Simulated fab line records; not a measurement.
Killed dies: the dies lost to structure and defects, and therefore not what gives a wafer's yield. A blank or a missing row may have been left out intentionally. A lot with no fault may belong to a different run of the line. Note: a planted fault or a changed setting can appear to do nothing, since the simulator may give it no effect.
What tool caused it? -- flow sky130 -- Sampling: 14 lots, 42 wafers, 6 of 708 route steps

WHAT EACH GAUGE READ, for each wafer
SKY_FIELD_ISO_THK_MEAS_04. Usual: FIELD_ISO_CVD_03_THK 182.0 nm, standard deviation 1.8.
lot,measured,on,FIELD_ISO_CVD_03_THK (nm),flag
L293,day 2 14:55,film_metro-02,179.2 177.2 176.9,
L295,day 3 03:11,film_metro-02,181.0 182.3 182.6,
L296,day 3 06:26,film_metro-02,181.4 180.3 181.5,
L300,day 4 02:13,film_metro-04,185.2 183.7 182.8,
L301,day 4 08:26,film_metro-02,182.2 182.0 182.5,
L302,day 4 16:41,film_metro-04,183.3 182.8 183.5,
L303,day 4 18:29,film_metro-01,181.9 181.2 181.4,
L304,day 4 21:29,film_metro-02,183.7 182.5 182.2,
L305,day 5 02:31,film_metro-01,181.8 181.7 180.9,
L306,day 5 08:27,film_metro-02,180.4 179.6 180.6,
L307,day 5 12:29,film_metro-02,181.0 181.8 180.6,
L308,day 5 17:56,film_metro-02,185.2 183.2 184.0,
L310,day 6 04:02,film_metro-02,184.6 185.1 184.1,
L311,day 6 09:41,film_metro-02,183.1 182.0 182.3,

SKY_VT_ADJUST_NCORE_TW_MEAS_11. Usual: VT_ADJUST_NCORE_TW 218, standard deviation 4.
lot,measured,on,VT_ADJUST_NCORE_TW,flag
L293,day 9 23:00,film_metro-04,224 223 223,
L295,day 10 19:35,film_metro-02,212 213 213,
L296,day 11 07:53,film_metro-02,214 213 215,
L300,day 12 05:10,film_metro-01,218 219 218,
L301,day 12 12:29,film_metro-02,214 214 214,
L302,day 13 01:33,film_metro-01,219 218 218,
L303,day 13 07:06,film_metro-02,213 212 212,
L304,day 13 12:32,film_metro-02,213 213 212,
L305,day 13 16:46,film_metro-02,213 212 211,
L306,day 13 22:29,film_metro-01,218 217 218,
L307,day 14 08:41,film_metro-02,212 212 214,
L308,day 14 20:17,film_metro-04,221 222 223,
L310,day 15 06:17,film_metro-02,214 214 214,
L311,day 15 09:44,film_metro-04,223 223 222,

SKY_VT_ADJUST_HVTR_TW_MEAS_11. Usual: VT_ADJUST_HVTR_TW 209, standard deviation 3.1.
lot,measured,on,VT_ADJUST_HVTR_TW,flag
L293,day 10 21:50,film_metro-03,208 207 208,
L295,day 11 19:26,film_metro-02,29 29 29,OFF
L296,day 12 08:05,film_metro-03,30 30 30,OFF
L300,day 13 06:10,film_metro-03,209 209 209,
L301,day 13 12:51,film_metro-03,209 210 210,
L302,day 14 02:56,film_metro-03,208 209 209,
L303,day 14 09:13,film_metro-02,206 205 205,
L304,day 14 14:38,film_metro-03,209 210 211,
L305,day 14 19:49,film_metro-02,206 205 205,
L306,day 15 00:57,film_metro-03,210 209 209,
L307,day 15 11:43,film_metro-04,213 215 216,
L308,day 15 23:53,film_metro-04,215 216 214,
L310,day 16 10:32,film_metro-03,212 211 212,
L311,day 16 13:53,film_metro-04,213 213 215,

SKY_LDD_N_OVL_MEAS_07. Usual: LDD_N_OVL 0.2 nm, standard deviation 1.2.
lot,measured,on,LDD_N_OVL (nm),flag
L293,day 19 04:56,overlay-01,1.8 0.0 2.1,
L295,day 20 11:41,overlay-02,0.8 1.1 -0.4,
L296,day 21 18:16,overlay-02,-0.1 -0.2 0.4,
L300,day 22 14:05,overlay-02,1.1 -1.1 1.0,
L301,day 22 20:55,overlay-01,0.0 0.2 -1.1,
L302,day 23 13:23,overlay-01,-0.5 -1.9 -0.6,
L303,day 24 01:50,overlay-01,0.0 -1.1 1.6,
L304,day 23 23:16,overlay-01,-1.0 -2.5 -2.6,
L305,day 24 12:11,overlay-01,-1.0 -0.1 0.7,
L306,day 24 14:53,overlay-01,1.6 0.7 -0.5,
L307,day 24 21:31,overlay-02,-0.6 -0.2 -0.3,
L308,day 25 12:47,overlay-02,1.8 -2.0 0.2,
L310,day 25 19:04,overlay-01,-0.5 2.9 1.0,
L311,day 25 23:43,overlay-02,1.3 -0.1 0.0,

TOOL THAT RAN EACH LOT (tool first, then ch and the chambers of the sampled wafers, then the start)
lot,SKY_VT_ADJUST_NCORE_STRIP_10,SKY_VT_ADJUST_HVTR_STRIP_10
L293,"plasma_asher-01 ch 0,1, day 9 22:53","plasma_asher-02 ch 0,1, day 10 21:44"
L295,"plasma_asher-03 ch 0,1, day 10 19:29","plasma_asher-01 ch 0,1, day 11 19:20"
L296,"plasma_asher-03 ch 0,1, day 11 07:47","plasma_asher-01 ch 0,1, day 12 07:59"
L300,"plasma_asher-04 ch 0,1, day 12 05:04","plasma_asher-02 ch 0,1, day 13 06:04"
L301,"plasma_asher-03 ch 0,1, day 12 12:23","plasma_asher-01 ch 0,1, day 13 12:45"
L302,"plasma_asher-03 ch 0,1, day 13 01:26","plasma_asher-02 ch 0,1, day 14 02:50"
L303,"plasma_asher-03 ch 0,1, day 13 07:01","plasma_asher-01 ch 0,1, day 14 09:07"
L304,"plasma_asher-03 ch 0,1, day 13 12:26","plasma_asher-04 ch 0,1, day 14 14:32"
L305,"plasma_asher-03 ch 0,1, day 13 16:40","plasma_asher-04 ch 0,1, day 14 19:43"
L306,"plasma_asher-03 ch 0,1, day 13 22:23","plasma_asher-02 ch 0,1, day 15 00:50"
L307,"plasma_asher-04 ch 0,1, day 14 08:35","plasma_asher-02 ch 0,1, day 15 11:37"
L308,"plasma_asher-03 ch 0,1, day 14 20:11","plasma_asher-01 ch 1, day 15 23:47"
L310,"plasma_asher-04 ch 0,1, day 15 06:11","plasma_asher-04 ch 0,1, day 16 10:25"
L311,"plasma_asher-03 ch 1, day 15 09:38","plasma_asher-01 ch 0,1, day 16 13:46"
- SKY_VT_ADJUST_NCORE_STRIP_10: strips in O2/N2.
- SKY_VT_ADJUST_HVTR_STRIP_10: strips in O2/N2.

AS READ BY THE TOOLS THEMSELVES (means over the sampled wafers that have a number; for cases with no such wafer, the mark the record gives instead)
SKY_VT_ADJUST_NCORE_STRIP_10. Usual: chamber_pressure_mTorr 1499.9 mTorr, standard deviation 1.4; drypump_motor_current_A 5.4 A, standard deviation 0.39; oes_product_au 0.716 a.u., standard deviation 0.0044; strip_time_to_endpoint_s 14.17 s, standard deviation 0.036.
lot,tool,chamber_pressure_mTorr (mTorr),drypump_motor_current_A (A),oes_product_au (a.u.),strip_time_to_endpoint_s (s),flag
L293,plasma_asher-01,1500.1,5.4,0.715,14.20,
L295,plasma_asher-03,-,-,-,-,OFF
L296,plasma_asher-03,-,-,-,-,OFF
L300,plasma_asher-04,1498.6,5.5,0.711,14.19,
L301,plasma_asher-03,1499.1,5.6,0.718,14.22,
L302,plasma_asher-03,1499.6,5.3,0.718,14.18,
L303,plasma_asher-03,1500.6,5.3,0.717,14.11,
L304,plasma_asher-03,1499.4,5.7,0.715,14.15,
L305,plasma_asher-03,1500.1,5.6,0.716,14.16,
L306,plasma_asher-03,1500.3,5.3,0.718,14.17,
L307,plasma_asher-04,1499.8,5.3,0.717,14.21,
L308,plasma_asher-03,1499.9,5.6,0.714,14.18,
L310,plasma_asher-04,1500.0,5.5,0.716,14.23,
L311,plasma_asher-03,1499.5,5.9,0.716,14.17,

SKY_VT_ADJUST_HVTR_STRIP_10. Usual: chamber_pressure_mTorr 1499.8 mTorr, standard deviation 1.3; drypump_motor_current_A 5.6 A, standard deviation 0.64; oes_product_au 0.716 a.u., standard deviation 0.0043; strip_time_to_endpoint_s 14.18 s, standard deviation 0.036.
lot,tool,chamber_pressure_mTorr (mTorr),drypump_motor_current_A (A),oes_product_au (a.u.),strip_time_to_endpoint_s (s),flag
L293,plasma_asher-02,1499.7,5.8,0.721,14.15,
L295,plasma_asher-01,1499.8,5.4,0.723,31.23,OFF
L296,plasma_asher-01,1499.3,5.2,0.722,31.23,OFF
L300,plasma_asher-02,1500.7,6.3,0.718,14.20,
L301,plasma_asher-01,1499.5,5.2,0.711,14.24,
L302,plasma_asher-02,1499.7,6.3,0.722,14.19,
L303,plasma_asher-01,1499.5,5.1,0.718,14.20,
L304,plasma_asher-04,1499.9,5.4,0.714,14.16,
L305,plasma_asher-04,1500.1,5.3,0.720,14.18,
L306,plasma_asher-02,1498.9,6.3,0.721,14.20,
L307,plasma_asher-02,1499.5,5.8,0.717,14.16,
L308,plasma_asher-01,1500.4,5.6,0.714,14.22,
L310,plasma_asher-04,1500.1,5.5,0.717,14.13,
L311,plasma_asher-01,1500.6,5.4,0.713,14.21,

THE ANSWER, worked out from the rows above alone
Rule: a lot is off if the mean of its wafers that have a number lies more than 3 standard deviations from the usual mean. Also off: a lot with no number at a reading for which 4 or more lots have one. All remaining lots with rows at the step are treated as sound. The gauges are gone through in route order, then the tools' own readings, and for those a lot's mean is taken as printed above. At the first step where some lot is off, the reading lying furthest off is the one used; lots without a number count as furthest.
Off: L295, L296, seen at SKY_VT_ADJUST_HVTR_TW_MEAS_11 (VT_ADJUST_HVTR_TW).
A tool fits if, at a process step before that reading, it ran every lot that is off, and no sound lot after the first of them. The gauges at SKY_VT_ADJUST_HVTR_TW_MEAS_11 aren't tried: what is off there is off at SKY_VT_ADJUST_NCORE_STRIP_10 too, on other tools, and a gauge's error can't cause that. Not one of the candidates tried fits.

WHAT THE SIMULATOR PUT IN
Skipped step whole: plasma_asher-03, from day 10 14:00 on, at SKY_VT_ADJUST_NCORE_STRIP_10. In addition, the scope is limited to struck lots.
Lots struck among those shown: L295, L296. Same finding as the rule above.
